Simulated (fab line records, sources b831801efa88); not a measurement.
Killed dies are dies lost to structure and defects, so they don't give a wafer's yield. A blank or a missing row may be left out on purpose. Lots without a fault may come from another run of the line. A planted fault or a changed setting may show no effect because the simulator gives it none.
A struck lot beside a sound one | flow gf180mcu | 16 steps out of a route of 602
Sound: wafers L475.3, L475.4, L475.5. Struck: wafer L477.4. (L477.1, L477.5 of the same lot were not struck and are left out.) The cause comes at the end.
At each step with rows: each side's tool, then ch and its chambers, then its first start. Under that, the readings that differ: sound wafers | struck wafers | difference of the means | sigmas: that difference in standard deviations of wafers without a fault.
alike: readings whose means differ by less than 2 such deviations, and words and numbers that are the same on both sides. not compared: withheld readings, readings that some wafer has no value for, bounds like >300 that may hide the same value, and numbers for which the record gives no deviation and whose values overlap.
The two part at a step that has a row with sigmas, a row that says differs or no value, or rows on one side only. Numbers that don't overlap but have no deviation are shown without sigmas and don't part them. A reading that every wafer of one side lacks parts them only if that side has two wafers or more.

first, 1 step without rows for these wafers: GF_HV_LDD_DEVELOP_06 (develop time 60 s).
GF_HV_LDD_CD_MEAS_07: target cd 400 nm.
  sound on cd_sem-01, day 11 16:10; struck on cd_sem-01, day 12 03:44
  alike: cd_nm
GF_HV_LDD_OVL_MEAS_08:
  sound on overlay-02, day 11 16:16; struck on overlay-02, day 12 03:52
  alike: HV_LDD_OVL
then, 1 step without rows for these wafers: GF_HV_LDD_IMPLANT_09.
GF_HV_LDD_STRIP_10: strips in O2/N2.
  sound on plasma_asher-02 ch 0,1, day 11 16:28; struck on plasma_asher-01 ch 0, day 12 04:02
  alike: drypump_motor_current_A, heater_power_w, oes_product_au, strip_time_to_endpoint_s
  not compared: rf_hours_counter_h
GF_HV_LDD_TW_MEAS_11:
  sound on film_metro-01, day 11 16:34; struck on film_metro-01, day 12 04:08
  alike: HV_LDD_TW
then, 6 steps without rows for these wafers: GF_HV_LDD_DEHYDRATE_12 (time 60 s); GF_HV_LDD_HMDS_13 (prime time 60 s); GF_HV_LDD_COAT_14 (resist thk 1000 nm); GF_HV_LDD_SOFTBAKE_15 (time 60 s); GF_HV_LDD_EXPOSE_16 (exposes mask Pplus LV AREA, target cd 400 nm); GF_HV_LDD_PEB_17.
GF_HV_LDD_DEVELOP_18: develop time 60 s.
  sound on litho_track-01 ch 0, day 12 10:14; struck on litho_track-02 ch 0, day 12 23:11
  alike: chill_plate_temp_C
GF_HV_LDD_CD_MEAS_19: target cd 400 nm.
  sound on cd_sem-02, day 12 10:23; struck on cd_sem-01, day 12 23:37
  reading    | sound             | struck | difference | sigmas
  cd_nm (nm) | 400.5 400.4 402.3 | 372.9  | -28.2      | -14
  not compared: hold
GF_HV_LDD_OVL_MEAS_20:
  sound on overlay-01, day 12 10:28; struck on overlay-02, day 13 02:04
  reading | sound | struck                   | difference                   | sigmas
  hold    | - - - | await_dispo/2.3h/release | no value on the sound wafers |
  alike: HV_LDD_01_OVL
then, 1 step without rows for these wafers: GF_PASSIVATION_PROBE_99.

WHERE THEY PART
First at GF_HV_LDD_CD_MEAS_19; last, within this record, at GF_HV_LDD_OVL_MEAS_20.

WHY: what the simulator had put in
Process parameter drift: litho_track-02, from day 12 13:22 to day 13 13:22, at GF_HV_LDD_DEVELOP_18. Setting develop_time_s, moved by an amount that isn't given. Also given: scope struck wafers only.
